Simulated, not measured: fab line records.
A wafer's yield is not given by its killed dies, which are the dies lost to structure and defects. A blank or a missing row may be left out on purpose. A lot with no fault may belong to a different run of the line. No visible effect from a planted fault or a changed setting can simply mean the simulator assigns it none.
A single fault, viewed from 2 desks || flow sky130 || every desk sees just its own numbers, and what lay behind them comes last

DESK OF THE TOOL OWNER: implanter-01
For each lot that ran on this tool, the mean over its sampled wafers that have a number, from the tool's own readings at SKY_NWELL_IMPLANT_11. Marked OUT: a lot whose mean sits more than 4 standard deviations from the usual mean, which makes it out of limits; the brackets give that distance.
Columns: A = beamEnergyKeV at SKY_NWELL_IMPLANT_11, usual 399.98; B = beamOnS at SKY_NWELL_IMPLANT_11, usual 10.00 s; C = doseIonsCm2 at SKY_NWELL_IMPLANT_11, usual 1.8997e+13
{"lot": "L293", "first seen here": "day 5 18:19", "A": 399.89, "B": 10.05, "C": 1.8979e+13}
{"lot": "L301", "first seen here": "day 7 08:19", "A": 400.15, "B": 10.11, "C": 1.9016e+13}
{"lot": "L304", "first seen here": "day 7 22:11", "A": 399.94, "B": 10.03, "C": 1.9003e+13}
{"lot": "L311", "first seen here": "day 9 20:47", "A": "378.71 (-99 or more) OUT", "B": 10.01, "C": 1.9001e+13}
{"lot": "L312", "first seen here": "day 9 22:19", "A": "378.94 (-99 or more) OUT", "B": 9.86, "C": 1.8971e+13}
{"lot": "L313", "first seen here": "day 10 05:42", "A": "378.71 (-99 or more) OUT", "B": 9.94, "C": 1.9004e+13}
This desk finds L311, L312, L313 out of limits, L311 being first, at day 9 20:47 (beamEnergyKeV at SKY_NWELL_IMPLANT_11). L293, L301, L304 stayed within limits.

THE METROLOGY DESK
Means of the sampled wafers that have a number, per lot and without regard to the tool the lot ran on: this is what the gauges read. Marked OUT: a lot whose mean sits more than 4 standard deviations from the usual mean, which makes it out of limits; the brackets give that distance.
Columns: A = NWELL_RS at SKY_NWELL_RS_MEAS_29, usual 625.6 ohm/sq; B = CONTACT_BOW at SKY_CONTACT_BOW_MEAS_05, usual 83 um; C = VIA1_HDPCVD_THK at SKY_VIA1_THK_MEAS_01, usual 1025 nm
{"lot": "L293", "first seen here": "day 6 14:39", "A": 624.8, "B": 79, "C": 1038}
{"lot": "L295", "first seen here": "day 6 17:56", "A": 624.8, "B": 83, "C": 1028}
{"lot": "L296", "first seen here": "day 7 03:52", "A": 627.2, "B": 84, "C": 1027}
{"lot": "L297", "first seen here": "day 7 04:41", "A": 623.8, "B": 88, "C": 1025}
{"lot": "L298", "first seen here": "day 7 14:59", "A": 626.0, "B": 76, "C": 1023}
{"lot": "L299", "first seen here": "day 7 21:17", "A": 626.9, "B": 83, "C": 1031}
{"lot": "L301", "first seen here": "day 8 05:02", "A": 625.5, "B": 87, "C": 1023}
{"lot": "L304", "first seen here": "day 8 19:42", "A": 622.5, "B": 86, "C": 1021}
{"lot": "L306", "first seen here": "day 9 11:57", "A": 625.5, "B": 89, "C": 1030}
{"lot": "L311", "first seen here": "day 10 20:03", "A": "634.0 (+4.4) OUT", "B": 89, "C": 1015}
{"lot": "L312", "first seen here": "day 10 22:29", "A": "634.8 (+4.8) OUT", "B": 89, "C": 1023}
{"lot": "L313", "first seen here": "day 11 05:16", "A": 632.7, "B": 80, "C": 1009}
Per this desk, out of limits: L311, L312; the first was L311, day 10 20:03 (NWELL_RS at SKY_NWELL_RS_MEAS_29). L293, L295, L296, L297, L298, L299, L301, L304, L306, L313 stayed within limits.

TAKEN TOGETHER
An alarm could have come from the tool owner's desk at day 9 20:47, on L311, L312, L313.
An alarm was possible from the metrology desk at day 10 20:03, on L311, L312.
The metrology desk holds a record of L313, inside its limits.
The lots listed all ran SKY_NWELL_IMPLANT_11 on implanter-01.

WHAT THE SIMULATOR HAD INSERTED
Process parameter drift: implanter-01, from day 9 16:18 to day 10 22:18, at SKY_NWELL_IMPLANT_11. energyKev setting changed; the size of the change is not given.
Struck lots among those shown: L311, L312, L313.
Time in hours from fault onset to the first out-of-limits reading at each desk: tool owner's desk 4, metrology desk 28.
